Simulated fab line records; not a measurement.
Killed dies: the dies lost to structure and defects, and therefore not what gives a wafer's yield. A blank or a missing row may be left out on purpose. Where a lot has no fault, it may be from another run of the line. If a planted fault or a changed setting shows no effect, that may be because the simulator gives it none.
Which tool was responsible? :: flow sky130 :: Sampling: 13 lots, 37 wafers, 5 of 708 route steps

== WHAT EACH GAUGE READ, for each wafer ==
SKY_CONTACT_THK_MEAS_03. Usual: for CONTACT_HDPCVD_THK the level is 565 nm and the standard deviation is 6.2.
lot: L673
measured: day 30 07:28
on: filmMetro-02
CONTACT_HDPCVD_THK (nm): 565 558 574
flag: 

lot: L674
measured: day 30 15:08
on: filmMetro-04
CONTACT_HDPCVD_THK (nm): 572 573 567
flag: 

lot: L675
measured: day 31 03:59
on: filmMetro-03
CONTACT_HDPCVD_THK (nm): 560 560 558
flag: 

lot: L677
measured: day 31 22:24
on: filmMetro-02
CONTACT_HDPCVD_THK (nm): 571 577 571
flag: 

lot: L678
measured: day 32 07:01
on: filmMetro-04
CONTACT_HDPCVD_THK (nm): 570 577 578
flag: 

lot: L680
measured: day 32 16:12
on: filmMetro-04
CONTACT_HDPCVD_THK (nm): 555 553 555
flag: 

lot: L683
measured: day 33 19:23
on: filmMetro-04
CONTACT_HDPCVD_THK (nm): 568 567 560
flag: 

lot: L685
measured: day 34 09:38
on: filmMetro-02
CONTACT_HDPCVD_THK (nm): 578
flag: 

lot: L686
measured: day 34 18:43
on: filmMetro-04
CONTACT_HDPCVD_THK (nm): 566 566 561
flag: 

lot: L687
measured: day 35 02:55
on: filmMetro-02
CONTACT_HDPCVD_THK (nm): 559 570 567
flag: 

lot: L688
measured: day 35 06:58
on: filmMetro-04
CONTACT_HDPCVD_THK (nm): 573 564 564
flag: 

lot: L689
measured: day 35 12:38
on: filmMetro-04
CONTACT_HDPCVD_THK (nm): 572 572 570
flag: 

lot: L692
measured: day 37 01:44
on: filmMetro-02
CONTACT_HDPCVD_THK (nm): 565 565 563
flag: 

SKY_VIA1_THK_MEAS_01. Usual: for VIA1_HDPCVD_THK the level is 1029 nm and the standard deviation is 10.
lot: L673
measured: day 32 17:34
on: filmMetro-03
VIA1_HDPCVD_THK (nm): 1031 1028 1025
flag: 

lot: L674
measured: day 33 00:13
on: filmMetro-01
VIA1_HDPCVD_THK (nm): 1033 1036 1025
flag: 

lot: L675
measured: day 33 13:53
on: filmMetro-04
VIA1_HDPCVD_THK (nm): 1038 1040 1035
flag: 

lot: L677
measured: day 34 07:56
on: filmMetro-01
VIA1_HDPCVD_THK (nm): 1025 1043 1028
flag: 

lot: L678
measured: day 34 16:05
on: filmMetro-04
VIA1_HDPCVD_THK (nm): 1016 1015 1009
flag: 

lot: L680
measured: day 35 00:13
on: filmMetro-04
VIA1_HDPCVD_THK (nm): 1041 1021 1038
flag: 

lot: L683
measured: day 36 01:47
on: filmMetro-01
VIA1_HDPCVD_THK (nm): 1020 1010 1041
flag: 

lot: L685
measured: day 36 16:52
on: filmMetro-04
VIA1_HDPCVD_THK (nm): 878
flag: OFF

lot: L686
measured: day 37 02:53
on: filmMetro-01
VIA1_HDPCVD_THK (nm): 1026 1022 1015
flag: 

lot: L687
measured: day 37 10:55
on: filmMetro-04
VIA1_HDPCVD_THK (nm): 1026 1028 1033
flag: 

lot: L688
measured: day 37 14:16
on: filmMetro-03
VIA1_HDPCVD_THK (nm): 1037 1032 1019
flag: 

lot: L689
measured: day 37 19:40
on: filmMetro-04
VIA1_HDPCVD_THK (nm): 1033 1028 1025
flag: 

lot: L692
measured: day 39 08:22
on: filmMetro-04
VIA1_HDPCVD_THK (nm): 1021 1021 1016
flag: 

== WHAT TOOL EACH LOT RAN ON (gives the tool, then ch and the chambers of the sampled wafers, and finally the start) ==
lot: L673
SKY_LOCAL_INTERCONNECT_STRIP_15: plasmaAsher-01 ch 0,1, day 30 06:38
SKY_CONTACT_CVD_00: pecvd-02 ch 0,1,2, day 30 07:18
SKY_VIA1_HDPCVD_00: hdpcvd-01 ch 0,1,2, day 32 17:26

lot: L674
SKY_LOCAL_INTERCONNECT_STRIP_15: plasmaAsher-04 ch 1, day 30 14:20
SKY_CONTACT_CVD_00: pecvd-01 ch 0,1,2, day 30 14:58
SKY_VIA1_HDPCVD_00: hdpcvd-01 ch 1,2, day 33 00:06

lot: L675
SKY_LOCAL_INTERCONNECT_STRIP_15: plasmaAsher-03 ch 0,1, day 31 03:13
SKY_CONTACT_CVD_00: pecvd-03 ch 0,1, day 31 03:47
SKY_VIA1_HDPCVD_00: hdpcvd-01 ch 0,1,2, day 33 13:49

lot: L677
SKY_LOCAL_INTERCONNECT_STRIP_15: plasmaAsher-04 ch 0,1, day 31 21:37
SKY_CONTACT_CVD_00: pecvd-02 ch 1,2, day 31 22:14
SKY_VIA1_HDPCVD_00: hdpcvd-01 ch 0,1,2, day 34 07:50

lot: L678
SKY_LOCAL_INTERCONNECT_STRIP_15: plasmaAsher-03 ch 1, day 32 06:08
SKY_CONTACT_CVD_00: pecvd-03 ch 0,1,2, day 32 06:49
SKY_VIA1_HDPCVD_00: hdpcvd-02 ch 0,1, day 34 15:57

lot: L680
SKY_LOCAL_INTERCONNECT_STRIP_15: plasmaAsher-04 ch 0,1, day 32 15:25
SKY_CONTACT_CVD_00: pecvd-02 ch 0,2, day 32 16:02
SKY_VIA1_HDPCVD_00: hdpcvd-01 ch 0,1,2, day 35 00:05

lot: L683
SKY_LOCAL_INTERCONNECT_STRIP_15: plasmaAsher-03 ch 0,1, day 33 18:38
SKY_CONTACT_CVD_00: pecvd-03 ch 0,1,2, day 33 19:13
SKY_VIA1_HDPCVD_00: hdpcvd-01 ch 1,2, day 36 01:40

lot: L685
SKY_LOCAL_INTERCONNECT_STRIP_15: plasmaAsher-03 ch 1, day 34 08:23
SKY_CONTACT_CVD_00: pecvd-01 ch 0, day 34 09:28
SKY_VIA1_HDPCVD_00: hdpcvd-01 ch 2, day 36 16:44

lot: L686
SKY_LOCAL_INTERCONNECT_STRIP_15: plasmaAsher-04 ch 0,1, day 34 17:58
SKY_CONTACT_CVD_00: pecvd-03 ch 0,2, day 34 18:34
SKY_VIA1_HDPCVD_00: hdpcvd-02 ch 0,1, day 37 02:47

lot: L687
SKY_LOCAL_INTERCONNECT_STRIP_15: plasmaAsher-03 ch 0,1, day 35 01:58
SKY_CONTACT_CVD_00: pecvd-03 ch 0,1,2, day 35 02:44
SKY_VIA1_HDPCVD_00: hdpcvd-02 ch 1,2, day 37 10:47

lot: L688
SKY_LOCAL_INTERCONNECT_STRIP_15: plasmaAsher-04 ch 0,1, day 35 05:52
SKY_CONTACT_CVD_00: pecvd-01 ch 0,1, day 35 06:47
SKY_VIA1_HDPCVD_00: hdpcvd-02 ch 0,2, day 37 14:08

lot: L689
SKY_LOCAL_INTERCONNECT_STRIP_15: plasmaAsher-04 ch 0,1, day 35 11:53
SKY_CONTACT_CVD_00: pecvd-02 ch 0,1, day 35 12:28
SKY_VIA1_HDPCVD_00: hdpcvd-02 ch 1,2, day 37 19:32

lot: L692
SKY_LOCAL_INTERCONNECT_STRIP_15: plasmaAsher-01 ch 0,1, day 37 00:59
SKY_CONTACT_CVD_00: pecvd-02 ch 0,1, day 37 01:35
SKY_VIA1_HDPCVD_00: hdpcvd-02 ch 1,2, day 39 08:15
- SKY_LOCAL_INTERCONNECT_STRIP_15: strips in O2/N2.
- SKY_CONTACT_CVD_00: deposits Si3N4, target thk 75 nm.
- SKY_VIA1_HDPCVD_00: deposits SiO2, target thk 1030 nm, time 171.7 s.

== AS READ BY THE TOOLS THEMSELVES (means over the sampled wafers that have a number; for cases with no such wafer, the mark the record gives instead) ==
SKY_LOCAL_INTERCONNECT_STRIP_15. Usual: drypumpMotorCurrentA 5.94 A, standard deviation 0.22; oesProductAu 0.426 a.u., standard deviation 0.0047; stripTimeToEndpointS 4.715 s, standard deviation 0.027.
lot: L673
tool: plasmaAsher-01
drypumpMotorCurrentA (A): 5.88
oesProductAu (a.u.): 0.425
stripTimeToEndpointS (s): 4.725
flag: 

lot: L674
tool: plasmaAsher-04
drypumpMotorCurrentA (A): 5.90
oesProductAu (a.u.): 0.422
stripTimeToEndpointS (s): 4.712
flag: 

lot: L675
tool: plasmaAsher-03
drypumpMotorCurrentA (A): 5.95
oesProductAu (a.u.): 0.428
stripTimeToEndpointS (s): 4.719
flag: 

lot: L677
tool: plasmaAsher-04
drypumpMotorCurrentA (A): 5.98
oesProductAu (a.u.): 0.426
stripTimeToEndpointS (s): 4.736
flag: 

lot: L678
tool: plasmaAsher-03
drypumpMotorCurrentA (A): 6.17
oesProductAu (a.u.): 0.425
stripTimeToEndpointS (s): 4.723
flag: 

lot: L680
tool: plasmaAsher-04
drypumpMotorCurrentA (A): 5.94
oesProductAu (a.u.): 0.425
stripTimeToEndpointS (s): 4.708
flag: 

lot: L683
tool: plasmaAsher-03
drypumpMotorCurrentA (A): 5.82
oesProductAu (a.u.): 0.427
stripTimeToEndpointS (s): 4.698
flag: 

lot: L685
tool: plasmaAsher-03
drypumpMotorCurrentA (A): 6.10
oesProductAu (a.u.): 0.427
stripTimeToEndpointS (s): 4.718
flag: 

lot: L686
tool: plasmaAsher-04
drypumpMotorCurrentA (A): 5.99
oesProductAu (a.u.): 0.426
stripTimeToEndpointS (s): 4.726
flag: 

lot: L687
tool: plasmaAsher-03
drypumpMotorCurrentA (A): 5.99
oesProductAu (a.u.): 0.426
stripTimeToEndpointS (s): 4.727
flag: 

lot: L688
tool: plasmaAsher-04
drypumpMotorCurrentA (A): 6.00
oesProductAu (a.u.): 0.431
stripTimeToEndpointS (s): 4.731
flag: 

lot: L689
tool: plasmaAsher-04
drypumpMotorCurrentA (A): 5.99
oesProductAu (a.u.): 0.430
stripTimeToEndpointS (s): 4.717
flag: 

lot: L692
tool: plasmaAsher-01
drypumpMotorCurrentA (A): 5.84
oesProductAu (a.u.): 0.430
stripTimeToEndpointS (s): 4.757
flag: 

SKY_CONTACT_CVD_00. Usual: heaterPowerW 710 W, standard deviation 110; susceptorTempC 399.97 C, standard deviation 0.22.
lot: L673
tool: pecvd-02
heaterPowerW (W): 741
susceptorTempC (C): 399.89
flag: 

lot: L674
tool: pecvd-01
heaterPowerW (W): 691
susceptorTempC (C): 399.97
flag: 

lot: L675
tool: pecvd-03
heaterPowerW (W): 686
susceptorTempC (C): 399.70
flag: 

lot: L677
tool: pecvd-02
heaterPowerW (W): 617
susceptorTempC (C): 399.67
flag: 

lot: L678
tool: pecvd-03
heaterPowerW (W): 702
susceptorTempC (C): 399.94
flag: 

lot: L680
tool: pecvd-02
heaterPowerW (W): 844
susceptorTempC (C): 399.88
flag: 

lot: L683
tool: pecvd-03
heaterPowerW (W): 637
susceptorTempC (C): 400.06
flag: 

lot: L685
tool: pecvd-01
heaterPowerW (W): 697
susceptorTempC (C): 399.95
flag: 

lot: L686
tool: pecvd-03
heaterPowerW (W): 794
susceptorTempC (C): 399.82
flag: 

lot: L687
tool: pecvd-03
heaterPowerW (W): 723
susceptorTempC (C): 400.12
flag: 

lot: L688
tool: pecvd-01
heaterPowerW (W): 651
susceptorTempC (C): 400.04
flag: 

lot: L689
tool: pecvd-02
heaterPowerW (W): 808
susceptorTempC (C): 400.17
flag: 

lot: L692
tool: pecvd-02
heaterPowerW (W): 814
susceptorTempC (C): 400.16
flag: 

SKY_VIA1_HDPCVD_00. Usual: sih4FlowSccm 60.00 sccm, standard deviation 0.16; susceptorTempC 399.99 C, standard deviation 0.23.
lot: L673
tool: hdpcvd-01
sih4FlowSccm (sccm): 60.08
susceptorTempC (C): 400.14
flag: 

lot: L674
tool: hdpcvd-01
sih4FlowSccm (sccm): 59.88
susceptorTempC (C): 400.18
flag: 

lot: L675
tool: hdpcvd-01
sih4FlowSccm (sccm): 60.21
susceptorTempC (C): 399.93
flag: 

lot: L677
tool: hdpcvd-01
sih4FlowSccm (sccm): 59.96
susceptorTempC (C): 400.14
flag: 

lot: L678
tool: hdpcvd-02
sih4FlowSccm (sccm): 59.96
susceptorTempC (C): 399.74
flag: 

lot: L680
tool: hdpcvd-01
sih4FlowSccm (sccm): 59.96
susceptorTempC (C): 399.74
flag: 

lot: L683
tool: hdpcvd-01
sih4FlowSccm (sccm): 60.03
susceptorTempC (C): 400.01
flag: 

lot: L685
tool: hdpcvd-01
sih4FlowSccm (sccm): 50.79
susceptorTempC (C): 400.03
flag: OFF

lot: L686
tool: hdpcvd-02
sih4FlowSccm (sccm): 59.87
susceptorTempC (C): 399.82
flag: 

lot: L687
tool: hdpcvd-02
sih4FlowSccm (sccm): 60.35
susceptorTempC (C): 400.28
flag: 

lot: L688
tool: hdpcvd-02
sih4FlowSccm (sccm): 60.08
susceptorTempC (C): 399.88
flag: 

lot: L689
tool: hdpcvd-02
sih4FlowSccm (sccm): 60.13
susceptorTempC (C): 400.10
flag: 

lot: L692
tool: hdpcvd-02
sih4FlowSccm (sccm): 60.14
susceptorTempC (C): 400.08
flag: 

== THE ANSWER, worked out from the rows above alone ==
Rule: a lot is off if the mean of its wafers that have a number lies more than 3 standard deviations from the usual mean. A lot without any number at a reading at which 4 lots or more have one is off too. Where the step has rows for the other lots, those lots are counted as sound. First the gauges in route order, then the tools' own readings, where a lot's mean is used as printed above. The first step at which some lot is off is used, and at that step the reading that is off furthest; a lot without a number counts as furthest.
Off: at SKY_VIA1_THK_MEAS_01 (VIA1_HDPCVD_THK), L685.
A tool fits if, at a process step before that reading, it ran every lot that is off, and no sound lot after the first of them. The gauges at SKY_VIA1_THK_MEAS_01 aren't tried: what is off there is off at SKY_VIA1_HDPCVD_00 too, on other tools, and a gauge's error can't cause that. One fits: SKY_VIA1_HDPCVD_00 on hdpcvd-01. Its last sound lot is L683 (day 36 01:40), its first lot that is off L685 (day 36 16:44): a fault that began between those two fits.
The tool's own readings at SKY_VIA1_HDPCVD_00 bear it out: on the lots that are off they differ by more than 5 times the standard deviation of the sound lots' means. sih4FlowSccm reads 50.79 sccm there against 60.05 sccm on the sound lots.

== WHAT HAD BEEN PUT IN BY THE SIMULATOR ==
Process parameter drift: hdpcvd-01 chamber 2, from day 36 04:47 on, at SKY_VIA1_HDPCVD_00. The setting sih4FlowSccm was moved by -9, starting from 60. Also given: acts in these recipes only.
Struck lots among those shown: L685. The rule above reached the same finding.
